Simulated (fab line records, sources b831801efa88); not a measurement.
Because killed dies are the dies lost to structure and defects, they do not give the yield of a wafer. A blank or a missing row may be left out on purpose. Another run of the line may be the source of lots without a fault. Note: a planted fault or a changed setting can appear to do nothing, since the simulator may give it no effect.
8D (eight disciplines) problem report, filled in by code ; flow sky130 ; the parts of the form that need people (team, actions taken, sign-off) are left out

== 1. THE PROBLEM ==
VIA3_HDPCVD_THK at SKY_VIA3_THK_MEAS_01 reads a mean of 2124 nm on 2 wafers of 2 lots; wafers without a fault read 1632 nm with a standard deviation of 17. Measured from the usual mean, that is +29 standard deviations.
First observed at day 41 11:37: wafer L866.1, on film metro-03. The record holds 31 wafers of 11 lots with a number at this step. Rule for "out", or "out of limits": more than 4 standard deviations from the usual mean. The rest of the wafers with a number are treated as sound.

== 2. WHAT IT IS, WHAT IT ISN'T ==
question;is;is not
which readings at this step;VIA3_HDPCVD_THK;-
which lots;L866, L871;L857, L858, L859, L860, L861, L862, L863, L875, L880
which wafers of those lots;L866.1, L871.5;L866.4, L871.6
read on which gauges;film metro-01, film metro-03;film metro-04
when;from day 41 11:37;"up to then (22 sound wafers); but 7 sound wafers of L871, L875, L880 came after"

== 3. THE SUSPECTS, EACH WITH WHAT RULES IT OUT ==
Counting: any tool at a process step up to the reading remains a suspect provided it ran every lot that is out. Sound lots after the first of them don't rule it out here, since some wafers of a struck lot are sound.
- ruled out: the gauge at SKY_VIA3_THK_MEAS_01. 2 gauges (film metro-01, film metro-03) read the wafers that are out.
- hdpcvd-02 at SKY_VIA3_HDPCVD_00 (deposits SiO2, target thk 1635 nm, time 272.5 s): kept. Ran every lot that is out, first one L866 (day 41 11:26); last sound lot up to then L863 (day 40 14:52).
After counting, what remains is hdpcvd-02 at SKY_VIA3_HDPCVD_00.

== 4. THE CAUSE (what the simulator had put in) ==
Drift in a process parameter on hdpcvd-02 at SKY_VIA3_HDPCVD_00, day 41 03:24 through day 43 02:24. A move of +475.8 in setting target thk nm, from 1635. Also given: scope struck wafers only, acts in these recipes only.
This tool alone remained once counting was done.

== 5. THE EFFECT CHAIN, in route order ==
Rows list readings where the struck wafers' mean (over those with a number) sits beyond 3 standard deviations from the usual. Scope: only readings with a usual standard deviation given in the record; hours: median across lots of the time from each lot's start at the first step in this table that gives one to its start at this step; sigmas: change in usual standard deviations.
hours;step;reading;usual;on struck wafers;change;sigmas
0;SKY_VIA3_THK_MEAS_01;VIA3_HDPCVD_THK;1632 nm;2124;+492;+29

== 6. WHAT WOULD HAVE CAUGHT IT SOONER ==
The first out-of-limits reading at a measuring or inspecting step in this record came at day 41 11:37, 8 hours after the fault's start at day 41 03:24.
Lots out: 2; of these, L871 started SKY_VIA3_HDPCVD_00 on hdpcvd-02 after day 41 11:37. Putting the tool on hold at that point would have spared it.
